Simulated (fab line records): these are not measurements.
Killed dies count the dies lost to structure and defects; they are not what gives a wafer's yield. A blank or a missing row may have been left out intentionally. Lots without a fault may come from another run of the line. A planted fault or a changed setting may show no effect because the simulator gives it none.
Code-filled problem report in 8D (eight disciplines) form ; flow sky130 ; the parts of the form that need people (team, actions taken, sign-off) are left out

1. WHAT WENT WRONG
Wafers without a fault read 1200 W, standard deviation 3.6; bias_w at SKY_METAL3_ETCH_17 reads a mean of 1032 W on 9 wafers belonging to 3 lots. Measured from the usual mean, that is -47 standard deviations.
The step: etches SiO2 in C4F8/O2/Ar, stops on TiN, time 3.9 s, target depth 15 nm.
First seen on wafer L457.1, day 43 14:40, on rie_diel-03. The record has a number at this step for 36 wafers belonging to 12 lots. The rule behind "out" and "out of limits": a value lying over 4 standard deviations away from the usual mean. The rest of the wafers with a number are treated as sound.

2. WHAT THIS IS AND IS NOT
question;is;is not
which readings at this step;bias_w;oes_product_au, rf_fwd_power_W
which lots;L457, L458, L460;L443, L447, L448, L450, L451, L453, L454, L459, L464
which wafers of those lots;all that have a number;-
read on which tools;rie_diel-03;rie_diel-01, rie_diel-02
when;from day 43 14:40;"up to then (21 sound wafers); but 6 sound wafers of L459, L464 came after"

3. SUSPECTS, AND WHAT RULES EACH OUT
Counting: any tool at a process step up to the reading is kept as a suspect provided that every lot that is out went through it and no sound lot did after the first of them.
- rie_diel-03 at SKY_METAL3_ETCH_17 (etches SiO2 in C4F8/O2/Ar, stops on TiN, time 3.9 s, target depth 15 nm): kept. All lots that are out passed through it, beginning with L457 at day 43 14:40, and no sound lot followed; its final sound lot before that point was L454 at day 42 12:10. On those wafers its own readings are out: bias_w.
The count leaves rie_diel-03 at SKY_METAL3_ETCH_17.

4. THE CAUSE (what the simulator had put in)
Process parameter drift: rie_diel-03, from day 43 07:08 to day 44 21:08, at SKY_METAL3_ETCH_17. Setting bias_w, moved by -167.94, from 1200. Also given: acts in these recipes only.
After counting, this tool was the only one left.

5. SEQUENCE OF EFFECTS, ordered by route
Rows list readings where the struck wafers' mean (over those with a number) sits beyond 3 standard deviations from the usual. Only readings for which the record gives a usual standard deviation are gone through. hours: the time from each lot's start at the first step in this table that gives one to its start at this step, as a median over the lots. sigmas: the change in usual standard deviations.
hours;step;reading;usual;on struck wafers;change;sigmas
0;SKY_METAL3_ETCH_17;bias_w;1200 W;1032;-168;-47
It contains these process steps:
- SKY_METAL3_ETCH_17: etches SiO2 in C4F8/O2/Ar, stops on TiN, time 3.9 s, target depth 15 nm.

6. HOW IT WOULD HAVE BEEN CAUGHT EARLIER
The fault began at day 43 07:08; the first out-of-limits reading in this record came at day 43 14:40, 8 hours later.
